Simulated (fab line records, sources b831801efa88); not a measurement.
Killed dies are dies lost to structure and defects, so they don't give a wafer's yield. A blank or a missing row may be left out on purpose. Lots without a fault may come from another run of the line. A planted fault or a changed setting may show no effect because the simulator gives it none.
Which tool did it? | flow sky130 | 11 lots, 33 wafers sampled, at 6 steps of a route of 708

WHAT THE GAUGES READ, wafer by wafer
SKY_LOCAL_INTERCONNECT_THK_MEAS_02: measures by xrf.
lot  | measured     | on            | LOCAL_INTERCONNECT_TIN_THK (nm)
L878 | day 29 18:47 | film_metro-04 | 101.1 100.9 99.5
L880 | day 30 12:40 | film_metro-02 | 98.9 97.6 99.0
L881 | day 31 03:43 | film_metro-04 | 101.2 101.2 101.4
L884 | day 31 21:14 | film_metro-04 | 101.4 101.1 100.0
L886 | day 32 13:59 | film_metro-03 | 99.9 100.2 99.4
L889 | day 33 14:58 | film_metro-04 | 99.9 99.9 99.6
L890 | day 33 19:39 | film_metro-02 | 98.1 98.6 98.9
L892 | day 34 08:46 | film_metro-02 | 99.4 99.7 99.0
L893 | day 34 13:24 | film_metro-03 | 99.8 100.6 99.6
L897 | day 35 20:59 | film_metro-03 | 100.3 99.2 97.7
L898 | day 36 06:01 | film_metro-02 | 99.3 98.9 99.9

SKY_CONTACT_THK_MEAS_01.
lot  | measured     | on            | CONTACT_CVD_00_THK (nm)
L878 | day 31 00:09 | film_metro-01 | 74.3 76.1 75.8
L880 | day 31 17:00 | film_metro-04 | 74.9 74.5 74.9
L881 | day 32 08:11 | film_metro-01 | 73.9 74.0 75.5
L884 | day 33 01:50 | film_metro-02 | 73.8 73.5 73.8
L886 | day 33 17:39 | film_metro-01 | 75.3 76.2 75.2
L889 | day 34 17:48 | film_metro-02 | 74.5 75.8 76.7
L890 | day 34 23:00 | film_metro-04 | 74.3 74.2 73.8
L892 | day 35 11:38 | film_metro-04 | 74.4 74.3 72.9
L893 | day 35 16:28 | film_metro-02 | 72.6 74.6 74.1
L897 | day 36 23:53 | film_metro-04 | 74.0 76.2 74.8
L898 | day 37 09:33 | film_metro-01 | 75.7 74.9 75.3

SKY_CONTACT_RS_MEAS_25: measures by four-point-probe.
lot  | measured     | on            | CONTACT_W_RS (ohm/sq)
L878 | day 32 05:10 | film_metro-02 | 0.337 0.340 0.337
L880 | day 32 21:50 | film_metro-04 | 0.339 0.338 0.342
L881 | day 33 13:22 | film_metro-02 | 0.333 0.337 0.336
L884 | day 34 06:43 | film_metro-04 | 0.336 0.335 0.340
L886 | day 34 21:33 | film_metro-04 | 0.334 0.332 0.335
L889 | day 35 22:05 | film_metro-02 | 0.340 0.344 0.347
L890 | day 36 03:10 | film_metro-04 | 0.588 0.335 0.339
L892 | day 36 16:02 | film_metro-02 | 0.343 0.337 0.340
L893 | day 36 19:43 | film_metro-02 | 0.583 0.335 0.594
L897 | day 38 02:43 | film_metro-04 | 0.341 0.339 0.343
L898 | day 38 12:40 | film_metro-04 | 0.342 0.337 0.340

SKY_CONTACT_THK_MEAS_26: measures by xrf.
lot  | measured     | on            | CONTACT_W_THK (nm)
L878 | day 32 05:17 | film_metro-02 | 329 328 331
L880 | day 32 21:58 | film_metro-04 | 328 328 323
L881 | day 33 13:28 | film_metro-02 | 332 328 327
L884 | day 34 06:50 | film_metro-04 | 333 330 326
L886 | day 34 21:38 | film_metro-04 | 331 335 332
L889 | day 35 22:12 | film_metro-02 | 325 323 322
L890 | day 36 03:17 | film_metro-04 | 193 337 334
L892 | day 36 16:08 | film_metro-02 | 329 331 329
L893 | day 36 19:50 | film_metro-02 | 196 334 191
L897 | day 38 02:50 | film_metro-04 | 327 329 325
L898 | day 38 12:47 | film_metro-04 | 327 332 331

WHICH TOOL RAN EACH LOT (tool, then ch and the chambers of the sampled wafers, then the start)
lot  | SKY_CONTACT_CVD_00              | SKY_CONTACT_CVD_24
L878 | pecvd-04 ch 0,2, day 31 00:07   | cvd_w-02 ch 0,1, day 32 05:03
L880 | pecvd-01 ch 0,1,2, day 31 16:58 | cvd_w-02 ch 0,1, day 32 21:44
L881 | pecvd-02 ch 0,1,2, day 32 08:08 | cvd_w-02 ch 0,1, day 33 13:14
L884 | pecvd-01 ch 0,1, day 33 01:48   | cvd_w-02 ch 0,1, day 34 06:36
L886 | pecvd-02 ch 1,2, day 33 17:35   | cvd_w-02 ch 0,1, day 34 21:25
L889 | pecvd-04 ch 0,1, day 34 17:46   | cvd_w-01 ch 0,1, day 35 21:58
L890 | pecvd-02 ch 0,1,2, day 34 22:58 | cvd_w-02 ch 0,1, day 36 03:04
L892 | pecvd-01 ch 0,2, day 35 11:35   | cvd_w-01 ch 0,1, day 36 15:56
L893 | pecvd-01 ch 0, day 35 16:25     | cvd_w-02 ch 0,1, day 36 19:36
L897 | pecvd-04 ch 0,1,2, day 36 23:50 | cvd_w-01 ch 0,1, day 38 02:36
L898 | pecvd-01 ch 1,2, day 37 09:30   | cvd_w-01 ch 0,1, day 38 12:32
- SKY_CONTACT_CVD_00: deposits Si3N4, target thk 75 nm.
- SKY_CONTACT_CVD_24: deposits W, target thk 340 nm, time 102.12 s.

WHAT THE TOOLS THEMSELVES READ (means of the sampled wafers that have a number; where no wafer has one, the mark that the record gives instead)
SKY_CONTACT_CVD_00.
lot  | tool     | heater_power_w (W)
L878 | pecvd-04 | 727
L880 | pecvd-01 | 759
L881 | pecvd-02 | 728
L884 | pecvd-01 | 702
L886 | pecvd-02 | 726
L889 | pecvd-04 | 669
L890 | pecvd-02 | 743
L892 | pecvd-01 | 736
L893 | pecvd-01 | 666
L897 | pecvd-04 | 728
L898 | pecvd-01 | 747

SKY_CONTACT_CVD_24.
lot  | tool     | heater_power_w (W)
L878 | cvd_w-02 | 750
L880 | cvd_w-02 | 713
L881 | cvd_w-02 | 692
L884 | cvd_w-02 | 694
L886 | cvd_w-02 | 705
L889 | cvd_w-01 | 923
L890 | cvd_w-02 | 736
L892 | cvd_w-01 | 891
L893 | cvd_w-02 | 717
L897 | cvd_w-01 | 939
L898 | cvd_w-01 | 921

THE ANSWER, worked out from the rows above alone
Rule: what is usual is taken from the lots themselves. Put in order of their means at a reading, lots are off if they are a third of the lots or fewer, leave a main group of 4 or more, and stand apart from it by a gap of 3 or more times the standard deviation of the main group's means; of several such gaps the widest counts. A main group whose means are all the same, to the digits that the tables above print for the reading, isn't used. A lot without any number at a reading at which 4 lots or more have one is off too. The other lots that the step has rows for count as sound. The gauges are gone through in route order, then the tools' own readings, and for those a lot's mean is taken as printed above. The first step at which some lot is off is used, and at that step the reading that is off furthest; a lot without a number counts as furthest.
Off: L890, L893, at SKY_CONTACT_RS_MEAS_25 (CONTACT_W_RS). The main group: mean 0.339 ohm/sq, standard deviation 0.0029.
A tool fits if, at a process step before that reading, it ran every lot that is off, and no sound lot after the first of them. The gauges at SKY_CONTACT_RS_MEAS_25 are tried like those tools. One fits: cvd_w-02 at SKY_CONTACT_CVD_24. Its last sound lot is L886 (day 34 21:25), its first lot that is off L890 (day 36 03:04): a fault that began between those two fits.

WHAT THE SIMULATOR HAD PUT IN
Process parameter drift: cvd_w-02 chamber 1, from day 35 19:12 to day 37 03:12, at SKY_CONTACT_CVD_24. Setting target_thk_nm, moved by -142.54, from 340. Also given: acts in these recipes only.
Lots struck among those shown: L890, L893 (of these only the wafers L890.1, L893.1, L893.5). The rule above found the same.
